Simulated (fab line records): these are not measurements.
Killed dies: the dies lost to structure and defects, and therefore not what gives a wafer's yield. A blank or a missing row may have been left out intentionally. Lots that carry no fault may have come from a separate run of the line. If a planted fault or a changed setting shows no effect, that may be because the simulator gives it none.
A single fault, viewed from 2 desks / flow sky130 / every desk sees just its own numbers, and what lay behind them comes last

FOR THE TOOL OWNER'S DESK: rtp-anneal-01
At SKY_SD_N_RTA_14 (time 2 s), the tool's own readings, given per lot that ran on this tool as the mean of the sampled wafers with a number. Any lot whose mean is over 4 standard deviations away from the usual mean is out of limits and marked OUT; that distance is given in the brackets.
Columns: A = lamp-power-pct at SKY_SD_N_RTA_14, usual 15.73 %; B = ramp-down-c-per-s at SKY_SD_N_RTA_14, usual 89.999; C = wafer_temp_C_max at SKY_SD_N_RTA_14, usual 1078.3
lot=L332; first seen here=day 28 20:38; A=15.71; B=89.997; C=1078.2
lot=L336; first seen here=day 30 17:01; A=15.74; B=89.990; C=1078.6
lot=L338; first seen here=day 31 11:23; A=15.75; B=90.002; C=1078.2
lot=L340; first seen here=day 32 07:21; A=15.73; B=90.006; C=1080.2
lot=L346; first seen here=day 33 13:07; A=15.73; B=90.010; C=1077.9
lot=L348; first seen here=day 33 23:00; A=15.74; B=90.003; C=1077.4
lot=L350; first seen here=day 34 11:10; A=15.76; B=89.996; C=1076.9
This desk's verdict: no lot among the 7 shows anything out of limits.

METROLOGY DESK
What the gauges read, lot by lot, whatever tool the lot ran on: means of the sampled wafers that have a number. Any lot whose mean is over 4 standard deviations away from the usual mean is out of limits and marked OUT; that distance is given in the brackets.
Columns: A = LDD_HVP_OVL at SKY_LDD_HVP_OVL_MEAS_07, usual 0.5 nm; B = SD_N_RS at SKY_SD_N_RS_MEAS_16, usual 68.50 ohm/sq; C = SD_P_RS at SKY_SD_N_RS_MEAS_17, usual 147.0 ohm/sq; D = LI_CONTACT_OVL at SKY_LI_CONTACT_OVL_MEAS_13, usual -6 nm
lot=L331; first seen here=day 22 00:04; A=-0.1; B=68.71; C=147.2; D=-13
lot=L332; first seen here=day 22 12:28; A=0.5; B=68.32; C=146.3; D=-11
lot=L334; first seen here=day 23 22:40; A=-0.5; B=68.39; C=146.6; D=1
lot=L336; first seen here=day 24 16:10; A=0.2; B=68.39; C=147.0; D=-10
lot=L337; first seen here=day 24 22:13; A=-1.3; B=68.78; C=147.6; D=-2
lot=L338; first seen here=day 25 10:43; A=-0.5; B=68.40; C=146.7; D=2
lot=L339; first seen here=day 25 14:49; A=0.4; B=68.51; C=146.9; D=-9
lot=L340; first seen here=day 26 07:40; A=-1.3; B=68.43; C=147.2; D=-10
lot=L341; first seen here=day 26 10:07; A=1.6; B=68.55; C=147.1; D=-11
lot=L346; first seen here=day 27 16:49; A=1.6; B=71.36 (+20) OUT; C=162.6 (+36) OUT; D=-5
lot=L348; first seen here=day 28 03:07; A=1.0; B=71.18 (+19) OUT; C=162.1 (+35) OUT; D=-5
lot=L350; first seen here=day 28 18:28; A=0.0; B=71.11 (+19) OUT; C=162.3 (+36) OUT; D=-6
This desk's result: L346, L348, L350 out of limits, first on L346 (SD_N_RS at SKY_SD_N_RS_MEAS_16), day 33 13:17. L331, L332, L334, L336, L337, L338, L339, L340, L341 stayed within limits.

TAKEN TOGETHER
On L346, L348, L350, the metrology desk was in a position to raise an alarm at day 33 13:17.
Nothing out of limits was seen by the tool owner's desk.
On record at the tool owner's desk: L346, L348, L350, within its limits.
SKY_SD_N_RTA_14 was run on rtp-anneal-01 by each of the lots named.

WHAT THE SIMULATOR HAD PUT IN
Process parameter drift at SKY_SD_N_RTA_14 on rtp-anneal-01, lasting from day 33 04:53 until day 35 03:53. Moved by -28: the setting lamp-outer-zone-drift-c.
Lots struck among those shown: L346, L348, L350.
Per desk, hours elapsed from the start of the fault to the first reading out of limits: for the metrology desk, 8.
